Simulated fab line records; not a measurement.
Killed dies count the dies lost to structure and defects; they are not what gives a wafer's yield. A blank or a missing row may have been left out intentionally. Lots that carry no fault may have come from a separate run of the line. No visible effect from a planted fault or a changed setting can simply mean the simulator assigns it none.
Which tool is to blame?    flow sfq_line    route of 325 steps, sampled at 1 step: 14 lots, 42 wafers

## WHAT EACH GAUGE READ, for each wafer
Not one reading of a measure or inspect step in the record can be checked against a usual standard deviation.

## WHICH TOOL RAN EACH LOT (tool, then ch and the chambers of the sampled wafers, then the start)
lot   SFQ_TRILAYER_M2_LITHO_COAT_057
L107  litho_track-04 ch 0, day 15 18:14
L110  litho_track-02 ch 0, day 16 20:11
L111  litho_track-04 ch 0, day 17 04:41
L112  litho_track-04 ch 0, day 17 22:54
L113  litho_track-01 ch 0, day 18 14:34
L114  litho_track-04 ch 0, day 18 19:43
L121  litho_track-01 ch 0, day 21 19:02
L122  litho_track-02 ch 0, day 22 09:29
L123  litho_track-04 ch 0, day 22 14:28
L124  litho_track-04 ch 0, day 23 04:38
L125  litho_track-04 ch 0, day 23 08:17
L128  litho_track-04 ch 0, day 24 13:22
L129  litho_track-02 ch 0, day 25 01:24
L130  litho_track-04 ch 0, day 25 09:49
- SFQ_TRILAYER_M2_LITHO_COAT_057: resist thk 600 nm.

## AS READ BY THE TOOLS THEMSELVES (means over the sampled wafers that have a number; for cases with no such wafer, the mark the record gives instead)
SFQ_TRILAYER_M2_LITHO_COAT_057.
lot   tool            dispense_pressure_kPa (kPa)  spin_speed_rpm (rpm)
L107  litho_track-04  54                           3002.9
L110  litho_track-02  48                           3000.8
L111  litho_track-04  54                           3000.1
L112  litho_track-04  54                           3251.5
L113  litho_track-01  43                           3001.2
L114  litho_track-04  54                           3248.7
L121  litho_track-01  43                           3004.0
L122  litho_track-02  48                           2999.4
L123  litho_track-04  54                           2999.1
L124  litho_track-04  54                           2999.7
L125  litho_track-04  54                           3002.2
L128  litho_track-04  54                           2998.5
L129  litho_track-02  48                           3004.1
L130  litho_track-04  54                           2999.6

## THE ANSWER, worked out from the rows above alone
Rule: the usual values come from the lots themselves. The widest of any qualifying gaps counts: lots, ordered by their means at a reading, are off when they make up no more than a third of the lots, leave a main group of 4 or more, and stand apart from it by 3 or more times the standard deviation of that group's means. The tables above print the reading to a certain number of digits; a main group whose means all agree to those digits is not used. Also off: a lot with no number at a reading for which 4 or more lots have one. The other lots that the step has rows for count as sound. First the gauges in route order, then the tools' own readings, where a lot's mean is used as printed above. At the first step where some lot is off, the reading lying furthest off is the one used; lots without a number count as furthest.
Off: L112, L114, at SFQ_TRILAYER_M2_LITHO_COAT_057 (spin_speed_rpm). The main group has a mean of 3001.0 rpm with a standard deviation of 1.8.
A tool fits if, at that step or a process step before it, it ran every lot that is off, and no sound lot after the first of them. None of those tried fits.

## WHAT WAS PUT IN BY THE SIMULATOR
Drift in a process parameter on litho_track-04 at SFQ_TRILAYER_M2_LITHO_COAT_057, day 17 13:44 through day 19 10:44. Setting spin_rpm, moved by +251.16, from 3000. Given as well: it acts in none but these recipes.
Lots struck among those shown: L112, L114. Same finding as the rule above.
